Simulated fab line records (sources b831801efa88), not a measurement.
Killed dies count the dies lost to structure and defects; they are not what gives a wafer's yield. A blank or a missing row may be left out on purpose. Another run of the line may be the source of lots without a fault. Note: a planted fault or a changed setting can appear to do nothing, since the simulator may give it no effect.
One fault seen from 2 desks + flow gf180mcu + only its own numbers are on each desk; what lay behind them is given at the end

THE TOOL OWNER'S DESK: litho track-04
The tool's own readings at GF_HV_LDD_DEVELOP_18 (develop time 60 s): means of the sampled wafers that have a number, for each lot that ran on this tool. A lot is out of limits, marked OUT, if its mean lies more than 4 standard deviations from the usual mean; the brackets give that distance.
Columns: A = exhaust pa at GF_HV_LDD_DEVELOP_18, usual 44.7 Pa
| lot  | first seen here | A    |
|------|-----------------|------|
| L253 | day 10 14:48    | 45.5 |
| L254 | day 11 00:54    | 45.2 |
| L255 | day 11 10:47    | 44.7 |
| L256 | day 11 13:45    | 46.1 |
| L257 | day 12 00:35    | 44.6 |
| L261 | day 13 05:06    | 44.5 |
| L262 | day 13 14:29    | 43.6 |
| L272 | day 16 16:23    | 45.0 |
This desk found nothing out of limits on any of the 8 lots.

AT THE METROLOGY DESK
Lot by lot, what the gauges showed, no matter which tool ran the lot: averages of those sampled wafers that carry a number. A lot is out of limits, marked OUT, if its mean lies more than 4 standard deviations from the usual mean; the brackets give that distance.
Columns: A = V5_W_RS at GF_V5_RS_MEAS_24, usual 0.327 ohm/sq; B = TOP_METAL_ALCU_THK at GF_TOP_METAL_THK_MEAS_06, usual 892 nm
| lot  | first seen here | A     | B   |
|------|-----------------|-------|-----|
| L253 | day 26 22:27    | 0.324 | 895 |
| L254 | day 27 12:49    | 0.321 | 898 |
| L255 | day 28 15:11    | 0.327 | 879 |
| L256 | day 28 16:00    | 0.319 | 890 |
| L268 | day 32 04:19    | 0.330 | 895 |
| L269 | day 32 06:30    | 0.326 | 893 |
| L271 | day 32 10:53    | 0.328 | 887 |
| L270 | day 32 11:27    | 0.331 | 892 |
| L272 | day 32 20:23    | 0.331 | 889 |
| L273 | day 33 04:14    | 0.331 | 891 |
| L275 | day 33 14:40    | 0.328 | 899 |
| L276 | day 33 20:32    | 0.326 | 880 |
This desk found nothing out of limits on any of the 12 lots.

TAKEN TOGETHER
Nothing out of limits was seen by the tool owner's desk.
Metrology desk: nothing out of limits seen.

WHAT THE SIMULATOR HAD INSERTED
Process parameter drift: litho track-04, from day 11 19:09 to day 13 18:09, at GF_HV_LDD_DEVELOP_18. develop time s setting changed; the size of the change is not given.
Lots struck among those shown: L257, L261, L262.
